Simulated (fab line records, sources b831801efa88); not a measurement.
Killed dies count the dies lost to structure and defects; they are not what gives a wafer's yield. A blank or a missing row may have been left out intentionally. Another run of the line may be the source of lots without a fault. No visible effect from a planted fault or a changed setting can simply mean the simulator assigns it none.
Struck lot and sound lot, side by side	flow sky130	17 out of 708 route steps
Sound: the wafers L433.1, L433.4, L433.6. Struck: wafer L441.3; the same lot's L441.6 was not struck, so it is left out; see the end for the cause.
Order at every step that has rows: each side's tool, ch and its chambers, its first start. Under that, the readings that differ: sound wafers	struck wafers	difference of the means	sigmas: that difference in standard deviations of wafers without a fault.
alike: a reading whose means differ by less than 2 such deviations, as well as words and numbers matching on both sides. not compared: withheld readings; readings where some wafer has no value; bounds like >300 that might hide an equal value; numbers whose values overlap and for which the record gives no deviation.
The two part at a step that has a row with sigmas, a row that says differs or no value, or rows on one side only. Non-overlapping numbers with no deviation appear without sigmas and do not part them. Lack of a reading on every wafer of one side parts them only where that side has two or more wafers.

first, 2 steps without rows for these wafers: SKY_NWELL_IMPLANT_12; SKY_NWELL_IMPLANT_13.
SKY_NWELL_STRIP_14: strips in O2/N2.
  sound on plasma_asher-04 ch 0,1, day 7 00:00; struck on plasma_asher-04 ch 0, day 8 17:17
reading	sound	struck	difference	sigmas
oes_product_au (a.u.)	0.719 0.712 0.720	0.726	+0.009	+2
  alike: drypump_motor_current_A, n2_flow_sccm, strip_time_to_endpoint_s
  not compared: rf_hours_counter_h
SKY_NWELL_TW_MEAS_15:
  sound on film_metro-01 at day 7 00:06; struck on film_metro-04 at day 8 17:22
  alike: NWELL_TW
then, 7 steps without rows for these wafers: SKY_NWELL_DEHYDRATE_16 (time 60 s); SKY_NWELL_HMDS_17 (prime time 60 s); SKY_NWELL_COAT_18 (resist thk 3000 nm); SKY_NWELL_SOFTBAKE_19; SKY_NWELL_EXPOSE_20 (exposes mask NWM COMPLEMENT, target cd 840 nm); SKY_NWELL_PEB_21; SKY_NWELL_DEVELOP_22 (develop time 60 s).
SKY_NWELL_OVL_MEAS_23:
  sound on overlay-01 at day 7 18:55; struck on overlay-01 at day 9 13:26
  alike: NWELL_01_OVL
SKY_NWELL_IMPLANT_24:
  sound on implanter-04 ch 0, day 7 18:58; struck on implanter-01 ch 0, day 9 13:31
reading	sound	struck	difference	sigmas
beam_on_s (s)	10.05 9.71 10.27	7.48	-2.53	-12
faraday_current_uA	51.5 53.3 50.5	69.3	+17.5	+16
  alike: end_station_pressure_torr
SKY_NWELL_STRIP_25: strips in O2/N2.
  sound on plasma_asher-01 ch 0,1, day 7 19:07; struck on plasma_asher-01 ch 0, day 9 13:38
  alike: drypump_motor_current_A, n2_flow_sccm, oes_product_au, strip_time_to_endpoint_s
  not compared: rf_hours_counter_h
SKY_NWELL_TW_MEAS_26:
  sound on film_metro-04 at day 7 19:13; struck on film_metro-02 at day 9 13:44
reading	sound	struck	difference	sigmas
NWELL_2_TW	504 504 506	458	-47	-12
then, 1 step without rows for these wafers: SKY_NWELL_CLEAN_27 (cleans in SC1/SC2, time 150 s).
-- the record jumps here: 40 days lie between the struck wafers' starts before and after (it left off in module NWELL and takes up again in module PAD_OPEN, whose first step shown is number 708 of the route) --
SKY_PAD_OPEN_PROBE_99:
  sound on prober-02 at day 48 00:39; struck on prober-01 at day 49 14:35
reading	sound	struck	difference	sigmas
model.etest.pfet_16v.r_on_ohm_um	1.566e+04 1.549e+04 1.564e+04	1.741e+04	+1.813e+03	
model.etest.res_iso_pwell.rs_ohm_sq	3138 3078 3093	3730	+627	
model.etest.res_pwell_under_gate.rs_ohm_sq	2292 2304 2294	2738	+441	
model.etest.res_iso_pwell.line_ohm_um	1201 1151 1182	1430	+252	
model.etest.pfet_16v.drive_ua_um	235.4 236.8 236.6	209.1	-27.2	
model.etest.tip_n_5v.rs_ohm_sq	1397 1407 1391	1363	-35	
model.etest.res_iso_pwell.width_nm (nm)	2644 2639 2633	2627	-12	
  alike: killed_at_M0_to_M3, killed_at_M4_up, killed_at_contacts, killed_at_front_end, killed_dies, killed_open, killed_short
  not compared: model.etest.nfet_16v.r_on_ohm_um

WHERE THEY PART
Earliest at SKY_NWELL_STRIP_14; latest, in this record, at SKY_NWELL_TW_MEAS_26. Later steps at which nothing parts them and some readings are alike: SKY_PAD_OPEN_PROBE_99.

WHY: the cause the simulator had injected
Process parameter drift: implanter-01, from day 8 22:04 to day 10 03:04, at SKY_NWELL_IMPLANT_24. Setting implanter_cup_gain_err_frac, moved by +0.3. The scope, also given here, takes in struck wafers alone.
